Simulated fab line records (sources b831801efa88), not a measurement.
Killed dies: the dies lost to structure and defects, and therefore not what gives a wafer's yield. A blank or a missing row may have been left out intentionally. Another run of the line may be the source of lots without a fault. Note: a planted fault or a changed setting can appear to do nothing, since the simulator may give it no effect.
Comparing a struck lot with a sound one ; flow sky130 ; 17 steps out of a route of 708
Sound: these wafers, L349.1, L349.3, L349.5. Wafers struck: L357.1, L357.3, L357.5. The cause comes at the end.
Per side, at each step with rows, come the tool, then ch with its chambers, and then its first start. Under that, the readings that differ: sound wafers ; struck wafers ; difference of the means ; sigmas: that difference in standard deviations of wafers without a fault.
alike: readings whose means differ by less than 2 such deviations, and words and numbers that are the same on both sides. not compared: withheld readings, readings that some wafer has no value for, bounds like >300 that may hide the same value, and numbers for which the record gives no deviation and whose values overlap.
A row with sigmas, a row that says differs or no value, or rows on one side alone: a step with any of these is where the two part. Non-overlapping numbers with no deviation appear without sigmas and do not part them. Lack of a reading on every wafer of one side parts them only where that side has two or more wafers.

first, 1 step without rows for these wafers: SKY_LDD_N_IMPLANT_15.
SKY_LDD_N_STRIP_16: strips in O2/N2.
  sound on plasma asher-01 ch 0, day 20 22:47; struck on plasma asher-02 ch 1, day 23 10:34
  alike: drypump motor current A, oes product au, strip time to endpoint s
  not compared: rf hours counter h
SKY_LDD_N_TW_MEAS_17:
  sound: film metro-02 at day 20 22:53; struck: film metro-02 at day 23 10:40
  alike: LDD_N_TW
then, 7 steps without rows for these wafers: SKY_LDD_P_DEHYDRATE_00 (time 60 s); SKY_LDD_P_HMDS_01 (prime time 60 s); SKY_LDD_P_COAT_02 (resist thk 1140 nm); SKY_LDD_P_SOFTBAKE_03 (time 60 s); SKY_LDD_P_EXPOSE_04 (exposes mask PSDM, target cd 380 nm); SKY_LDD_P_PEB_05; SKY_LDD_P_DEVELOP_06 (develop time 60 s).
SKY_LDD_P_CD_MEAS_07: the cd target is 380 nm.
  sound: cd sem-01 at day 22 05:44; struck: cd sem-02 at day 24 16:33
  alike: cd nm
SKY_LDD_P_OVL_MEAS_08:
  sound: overlay-02 at day 22 05:52; struck: overlay-01 at day 24 16:40
  alike: LDD_P_OVL
SKY_LDD_P_IMPLANT_09:
  sound on implanter-03 ch 0, day 22 05:53; struck on implanter-01 ch 0, day 24 16:42
reading;sound;struck;difference;sigmas
dose ions cm2;9.985e+12 9.982e+12 1.0006e+13;5.44e+12 5.439e+12 5.449e+12;-4.55e+12;-99 or more
faraday current uA;55.1 55.7 54.8;31.7 30.9 30.8;-24.1;-22
SKY_LDD_P_STRIP_10: strips in O2/N2.
  sound on plasma asher-01 ch 0,1, day 22 06:02; struck on plasma asher-04 ch 1, day 24 16:51
  alike: drypump motor current A, oes product au, strip time to endpoint s
  not compared: rf hours counter h
SKY_LDD_P_TW_MEAS_11:
  sound: film metro-04 at day 22 06:08; struck: film metro-01 at day 24 16:57
reading;sound;struck;difference;sigmas
LDD_P_TW;645 641 641;524 524 526;-118;-17
then, 1 step without rows for these wafers: SKY_LDD_HVN_DEHYDRATE_00 (time 60 s).
-- here the record skips 25 days between the struck wafers' starts before and after, leaving off in module LDD_HVN and picking up in module PAD_OPEN (first step shown: number 708 of the route) --
SKY_PAD_OPEN_PROBE_99:
  sound: prober-02 at day 47 19:52; struck: prober-02 at day 49 11:07
reading;sound;struck;difference;sigmas
killed at front end;13 10 7;15 25 20;+10;+2
model.etest.tip p.rs ohm sq;6984 6961 6945;1.146e+04 1.13e+04 1.135e+04;+4.407e+03;
model.etest.tip p.rs ohm sq range;120.5 228 184.6;345.6 288.5 407.3;+169.4;
model.etest.pfet_01v8.off log10 a um;-10.11 -9.77 -9.771;-10.27 -10.25 -10.3;-0.39;
  alike: killed_at_M0_to_M3, killed_at_M4_up, killed at contacts, killed at other, killed dies, killed open, killed short
  not compared: model.etest.pfet_01v8.r on ohm um, model.etest.pfet_01v8.drive ua um, model.etest.pfet_01v8_hvt.drive ua um, model.etest.sram pfet latch.drive ua um, model.etest.pfet_01v8_lvt.drive ua um

WHERE THEY PART
At SKY_LDD_P_IMPLANT_09 first; at SKY_PAD_OPEN_PROBE_99 last (within this record only).

WHY: the cause the simulator had injected
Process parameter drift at SKY_LDD_P_IMPLANT_09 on implanter-01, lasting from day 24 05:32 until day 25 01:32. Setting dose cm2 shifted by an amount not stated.
